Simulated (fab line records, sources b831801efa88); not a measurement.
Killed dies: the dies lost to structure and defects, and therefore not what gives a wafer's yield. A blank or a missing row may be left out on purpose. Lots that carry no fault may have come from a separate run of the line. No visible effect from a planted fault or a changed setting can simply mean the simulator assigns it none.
Which of the tools did it? + flow sky130 + Sampling: 11 lots, 31 wafers, 6 of 708 route steps

== WHAT THE GAUGES READ, wafer by wafer ==
SKY_VIA1_OVL_MEAS_13.
| lot  | measured     | on         | VIA1_OVL (nm) |
|------|--------------|------------|---------------|
| L638 | day 33 12:17 | overlay-02 | -7 9 -2       |
| L642 | day 35 06:17 | overlay-02 | 8 0 3         |
| L644 | day 36 03:45 | overlay-01 | -1 2 1        |
| L645 | day 36 10:55 | overlay-02 | 11 0 10       |
| L646 | day 36 17:23 | overlay-01 | -1 -2 1       |
| L648 | day 37 08:45 | overlay-02 | -6 -5         |
| L651 | day 38 03:45 | overlay-01 | 7 -2 6        |
| L652 | day 38 06:04 | overlay-02 | -5 1          |
| L658 | day 40 17:38 | overlay-02 | -9 -9 -9      |
| L660 | day 41 01:01 | overlay-01 | 4 0 -2        |
| L661 | day 41 05:51 | overlay-01 | 1 9 -14       |

SKY_VIA2_RS_MEAS_22: measurement is done with a four-point probe.
| lot  | measured     | on            | VIA2_W_RS (ohm/sq)      |
|------|--------------|---------------|-------------------------|
| L638 | day 35 21:34 | film-metro-01 | 0.274 0.272 0.275       |
| L642 | day 37 13:08 | film-metro-01 | 0.278 0.278 0.275       |
| L644 | day 38 11:30 | film-metro-03 | 0.274 0.276 0.268       |
| L645 | day 38 17:35 | film-metro-03 | 0.270 0.269 0.264       |
| L646 | day 38 23:40 | film-metro-01 | 0.265 0.272 0.272       |
| L648 | day 39 16:11 | film-metro-03 | 0.274 0.409 0.274 0.409 |
| L651 | day 40 10:14 | film-metro-01 | 0.271 0.272 0.272       |
| L652 | day 40 11:26 | film-metro-03 | 0.274 0.410 0.274 0.409 |
| L658 | day 42 21:37 | film-metro-03 | 0.268 0.275 0.271       |
| L660 | day 43 06:11 | film-metro-04 | 0.272 0.270 0.272       |
| L661 | day 43 08:26 | film-metro-03 | 0.273 0.262 0.263       |

SKY_VIA2_THK_MEAS_23: measures by xrf.
| lot  | measured     | on            | VIA2_W_THK (nm) |
|------|--------------|---------------|-----------------|
| L638 | day 35 21:41 | film-metro-01 | 408 410 405     |
| L642 | day 37 13:15 | film-metro-01 | 403 404 408     |
| L644 | day 38 11:37 | film-metro-03 | 412 416 421     |
| L645 | day 38 17:41 | film-metro-03 | 418 419 429     |
| L646 | day 38 23:47 | film-metro-01 | 429 416 415     |
| L648 | day 39 19:52 | film-metro-03 | 413 278 409 277 |
| L651 | day 40 10:21 | film-metro-01 | 416 414 415     |
| L652 | day 40 14:13 | film-metro-03 | 414 280 415 280 |
| L658 | day 42 21:44 | film-metro-03 | 417 408 411     |
| L660 | day 43 06:18 | film-metro-04 | 411 417 414     |
| L661 | day 43 08:32 | film-metro-03 | 415 433 429     |

== TOOL THAT RAN EACH LOT (tool first, then ch and the chambers of the sampled wafers, then the start) ==
| lot  | SKY_METAL2_SPUTTER_00        | SKY_METAL2_SPUTTER_02        | SKY_VIA2_CVD_21               |
|------|------------------------------|------------------------------|-------------------------------|
| L638 | pvd-sputter-02, day 33 13:40 | pvd-sputter-02, day 33 13:43 | cvd-w-02 ch 0,1, day 35 21:26 |
| L642 | pvd-sputter-03, day 35 07:38 | pvd-sputter-03, day 35 07:41 | cvd-w-02 ch 0,1, day 37 13:00 |
| L644 | pvd-sputter-01, day 36 05:06 | pvd-sputter-01, day 36 05:09 | cvd-w-01 ch 0,1, day 38 11:22 |
| L645 | pvd-sputter-03, day 36 12:15 | pvd-sputter-03, day 36 12:18 | cvd-w-01 ch 0,1, day 38 17:26 |
| L646 | pvd-sputter-02, day 36 18:44 | pvd-sputter-02, day 36 18:46 | cvd-w-01 ch 0,1, day 38 23:32 |
| L648 | pvd-sputter-02, day 37 10:05 | pvd-sputter-02, day 37 10:08 | cvd-w-01 ch 0,1, day 39 16:02 |
| L651 | pvd-sputter-02, day 38 05:16 | pvd-sputter-02, day 38 05:18 | cvd-w-02 ch 0, day 40 10:05   |
| L652 | pvd-sputter-01, day 38 07:28 | pvd-sputter-01, day 38 07:31 | cvd-w-01 ch 0,1, day 40 11:17 |
| L658 | pvd-sputter-02, day 40 19:13 | pvd-sputter-02, day 40 19:15 | cvd-w-02 ch 0,1, day 42 21:29 |
| L660 | pvd-sputter-03, day 41 02:26 | pvd-sputter-03, day 41 02:29 | cvd-w-02 ch 0,1, day 43 06:02 |
| L661 | pvd-sputter-03, day 41 07:16 | pvd-sputter-03, day 41 07:19 | cvd-w-01 ch 0,1, day 43 08:17 |
- SKY_METAL2_SPUTTER_00: material Ti, target thk 15 nm, time 10 s.
- SKY_METAL2_SPUTTER_02: material AlCu, target thk 250 nm, time 13.3 s.
- SKY_VIA2_CVD_21: deposits W, target thk 420 nm, time 126.4 s.

== WHAT THE TOOLS THEMSELVES READ (means of the sampled wafers that have a number; where no wafer has one, the mark that the record gives instead) ==
SKY_METAL2_SPUTTER_00.
| lot  | tool           | throttle-valve-pct (%) |
|------|----------------|------------------------|
| L638 | pvd-sputter-02 | 29.4                   |
| L642 | pvd-sputter-03 | 30.3                   |
| L644 | pvd-sputter-01 | 29.5                   |
| L645 | pvd-sputter-03 | 30.1                   |
| L646 | pvd-sputter-02 | 29.6                   |
| L648 | pvd-sputter-02 | 30.1                   |
| L651 | pvd-sputter-02 | 29.1                   |
| L652 | pvd-sputter-01 | 28.9                   |
| L658 | pvd-sputter-02 | 29.3                   |
| L660 | pvd-sputter-03 | 31.2                   |
| L661 | pvd-sputter-03 | 30.0                   |

SKY_METAL2_SPUTTER_02.
| lot  | tool           | throttle-valve-pct (%) |
|------|----------------|------------------------|
| L638 | pvd-sputter-02 | 29.5                   |
| L642 | pvd-sputter-03 | 30.1                   |
| L644 | pvd-sputter-01 | 29.7                   |
| L645 | pvd-sputter-03 | 30.0                   |
| L646 | pvd-sputter-02 | 29.8                   |
| L648 | pvd-sputter-02 | 30.2                   |
| L651 | pvd-sputter-02 | 29.0                   |
| L652 | pvd-sputter-01 | 28.7                   |
| L658 | pvd-sputter-02 | 29.4                   |
| L660 | pvd-sputter-03 | 31.1                   |
| L661 | pvd-sputter-03 | 30.0                   |

SKY_VIA2_CVD_21.
| lot  | tool     | heater-power-w (W) |
|------|----------|--------------------|
| L638 | cvd-w-02 | 881                |
| L642 | cvd-w-02 | 891                |
| L644 | cvd-w-01 | 927                |
| L645 | cvd-w-01 | 929                |
| L646 | cvd-w-01 | 918                |
| L648 | cvd-w-01 | 924                |
| L651 | cvd-w-02 | 866                |
| L652 | cvd-w-01 | 938                |
| L658 | cvd-w-02 | 824                |
| L660 | cvd-w-02 | 792                |
| L661 | cvd-w-01 | 924                |

== THE ANSWER, worked out from the rows above alone ==
Rule: the usual values come from the lots themselves. Put in order of their means at a reading, lots are off if they are a third of the lots or fewer, leave a main group of 4 or more, and stand apart from it by a gap of 3 or more times the standard deviation of the main group's means; of several such gaps the widest counts. A main group whose means are all the same, to the digits that the tables above print for the reading, isn't used. Also off: a lot with no number at a reading for which 4 or more lots have one. Where the step has rows for the other lots, those lots are counted as sound. The gauges are gone through in route order, then the tools' own readings, and for those a lot's mean is taken as printed above. At the first step where some lot is off, the reading lying furthest off is the one used; lots without a number count as furthest.
Off: L648, L652, at SKY_VIA2_RS_MEAS_22 (VIA2_W_RS). Mean 0.271 ohm/sq and standard deviation 0.0031 in the main group.
If a tool, at a process step before that reading, ran all the lots that are off and no sound lot after the first of them, it fits. Those tools and the gauges at SKY_VIA2_RS_MEAS_22 are tried in the same way. Not one of the candidates tried fits.

== WHAT THE SIMULATOR HAD INSERTED ==
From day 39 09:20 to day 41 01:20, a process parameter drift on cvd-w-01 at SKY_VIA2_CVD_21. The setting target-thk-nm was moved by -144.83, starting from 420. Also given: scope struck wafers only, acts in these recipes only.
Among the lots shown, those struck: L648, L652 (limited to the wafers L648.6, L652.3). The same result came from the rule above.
